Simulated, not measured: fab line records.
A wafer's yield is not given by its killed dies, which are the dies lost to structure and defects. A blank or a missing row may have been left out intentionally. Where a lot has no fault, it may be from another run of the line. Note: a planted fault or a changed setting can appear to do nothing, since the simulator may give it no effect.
Chamber matching + flow sfqLine + rieDiel-04 running SFQ_TRILAYER_C5_ETCH_VIA_ETCH_154: 4 sister chambers
The step etches SiO2 in CHF3, stops on Nb, target depth 84 nm. 14 wafers are shown with their chamber, then 7 later ones without.

== WAFERS WITH THEIR CHAMBER ==
| wafer  | chamber | oesProductAu (a.u.) |
|--------|---------|---------------------|
| L514.3 | 2       | 0.903               |
| L514.4 | 1       | 0.903               |
| L514.6 | 0       | 0.912               |
| L519.1 | 3       | 0.896               |
| L519.3 | 2       | 0.903               |
| L519.4 | 1       | 0.896               |
| L530.1 | 1       | 0.883               |
| L530.2 | 3       | 0.890               |
| L530.6 | 2       | 0.886               |
| L533.1 | 2       | 0.886               |
| L533.4 | 3       | 0.894               |
| L533.5 | 2       | 0.908               |
| L535.1 | 3       | 0.891               |
| L535.2 | 2       | 0.884               |

SIGNATURES (averages over the wafers above)
| reading      | chamber 0 | chamber 1 | chamber 2 | chamber 3 | scatter within a chamber |
|--------------|-----------|-----------|-----------|-----------|--------------------------|
| oesProductAu | 0.91200   | 0.89400   | 0.89500   | 0.89275   | 0.00899                  |
Rule: a wafer's distance from a chamber is the root of the sum, over the readings, of the square of ((its reading less the chamber's mean) divided by the reading's scatter). The wafer belongs to the nearest chamber; if the next one is less than 2 further off, it can't be placed. The scatter is the square root of a quotient: the sum, over the shown wafers, of each reading's squared deviation from its chamber's mean, divided by wafers minus chambers.

== WAFERS WHOSE CHAMBER IS MISSING ==
| wafer  | oesProductAu (a.u.) |
|--------|---------------------|
| L535.6 | 0.902               |
| L536.1 | 0.880               |
| L536.2 | 0.899               |
| L536.3 | 0.894               |
| L537.1 | 0.897               |
| L537.3 | 0.905               |
| L537.5 | 0.907               |

== EACH ONE'S CHAMBER ==
| wafer  | from the rows above               | in truth |
|--------|-----------------------------------|----------|
| L535.6 | can't be placed: 2 or 1 or 3 or 0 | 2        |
| L536.1 | can't be placed: 3 or 1 or 2      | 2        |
| L536.2 | can't be placed: 2 or 1 or 3 or 0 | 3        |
| L536.3 | can't be placed: 1 or 2 or 3      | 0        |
| L537.1 | can't be placed: 2 or 1 or 3 or 0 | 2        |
| L537.3 | can't be placed: 0 or 2 or 1 or 3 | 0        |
| L537.5 | can't be placed: 0 or 2 or 1 or 3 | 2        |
Correctly placed: 0 of 7. Can't be placed from these rows: 7 (the true chamber is among the candidates in 6). Number placed wrongly: 0.
